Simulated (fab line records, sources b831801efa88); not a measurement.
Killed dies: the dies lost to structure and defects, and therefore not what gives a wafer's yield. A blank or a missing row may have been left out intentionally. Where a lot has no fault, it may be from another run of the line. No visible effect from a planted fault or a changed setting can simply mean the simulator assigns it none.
Code-filled problem report in 8D (eight disciplines) form	flow sky130	the parts of the form that need people (team, actions taken, sign-off) are left out

== 1. WHAT IS WRONG ==
killed_at_M0_to_M3 at SKY_PAD_OPEN_PROBE_99 reads a mean of 100 on 1 wafer of 1 lot; wafers without a fault read 42 with a standard deviation of 6.2. That puts it +9.4 standard deviations away from the usual mean.
Seen first at day 51 07:24 on prober-02, wafer L713.6. The record holds 37 wafers of 13 lots with a number at this step. The rule behind "out" and "out of limits": a value lying over 4 standard deviations away from the usual mean. The rest of the wafers with a number are treated as sound.

== 2. WHAT IT IS AND WHAT IT IS NOT ==
question	is	is not
which readings at this step	killed_at_M0_to_M3, killedDies, killedOnRim	killed_at_M4_up, killedAtContacts, killedAtFrontEnd, killedAtOther, killedShort
which lots	L713	L690, L692, L694, L695, L696, L697, L699, L700, L703, L704, L705, L709
which wafers of those lots	all that have a number	-
read on which tools	prober-02	prober-01
when	from day 51 07:24	up to then (36 sound wafers)

== 3. SUSPECTS, AND WHAT RULES EACH OUT ==
Counting: a tool at any process step up to the reading remains a suspect when it ran all the lots that are out and ran no sound lot after the first of those.
- pvdSputter-04 at SKY_METAL1_SPUTTER_00 (material Ti, target thk 15 nm, time 10 s): kept. It ran the lot that is out, L713 (day 39 00:23), and no sound lot after that; its last sound lot up to then is L704 (day 37 04:13).
- plasmaAsher-03 at SKY_VIA4_STRIP_13 (strips in O2/N2): kept. It ran the lot that is out, L713 (day 49 00:55), and no sound lot after that; its last sound lot up to then is L700 (day 46 08:53).
- pvdSputter-02 at SKY_METAL5_SPUTTER_00 (material Ti, target thk 15 nm, time 10 s): kept. It ran the lot that is out, L713 (day 49 02:41), and no sound lot after that; its last sound lot up to then is L709 (day 48 04:12).
- plasmaAsher-02 at SKY_PAD_OPEN_STRIP_08 (strips in O2/N2): kept. It ran the lot that is out, L713 (day 51 04:58), and no sound lot after that; its last sound lot up to then is L695 (day 48 03:08).
- prober-02 at SKY_PAD_OPEN_PROBE_99: kept. It ran the lot that is out, L713 (day 51 07:24), and no sound lot after that; its last sound lot up to then is L709 (day 50 13:39). Its own readings are out on those wafers: killed_at_M0_to_M3, killedDies, killedOnRim.
Left after counting: pvdSputter-04 at SKY_METAL1_SPUTTER_00, plasmaAsher-03 at SKY_VIA4_STRIP_13, pvdSputter-02 at SKY_METAL5_SPUTTER_00, plasmaAsher-02 at SKY_PAD_OPEN_STRIP_08, prober-02 at SKY_PAD_OPEN_PROBE_99.

== 4. THE CAUSE (what the simulator had put in) ==
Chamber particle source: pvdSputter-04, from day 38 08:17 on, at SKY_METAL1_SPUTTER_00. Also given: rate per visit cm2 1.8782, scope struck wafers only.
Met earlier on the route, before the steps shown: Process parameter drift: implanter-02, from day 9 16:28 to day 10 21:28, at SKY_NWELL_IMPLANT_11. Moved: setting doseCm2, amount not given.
After counting, 5 suspects remain, this tool included.

== 5. THE CHAIN OF EFFECTS, in route order ==
Each row: a reading whose mean over the struck wafers that have a number lies more than 3 standard deviations from the usual. Readings are gone through only where the record gives a usual standard deviation; hours: the median, over the lots, of the time from a lot's start at the first step in this table giving one to that lot's start at this step; sigmas: the change measured in usual standard deviations.
hours	step	reading	usual	on struck wafers	change	sigmas
0	SKY_PAD_OPEN_PROBE_99	killed_at_M0_to_M3	42	100	+58	+9.4
0	SKY_PAD_OPEN_PROBE_99	killedDies	85	156	+71	+7.2
0	SKY_PAD_OPEN_PROBE_99	killedOnRim	17	35	+18	+5.1
Its process steps:
- SKY_PAD_OPEN_PROBE_99

== 6. HOW IT WOULD HAVE BEEN CAUGHT EARLIER ==
In this record no reading fell out of limits until day 51 07:24, 311 hours after the fault had begun at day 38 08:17.
No tool reading at SKY_METAL1_SPUTTER_00 that has a usual standard deviation in the record was out on any struck wafer, so an alarm limit of 4 standard deviations on those readings would not have fired.
Each of the lots that are out, 1 in all, had begun SKY_METAL1_SPUTTER_00 on pvdSputter-04 no later than day 51 07:24. Holding the tool at that point would not have protected any of them.
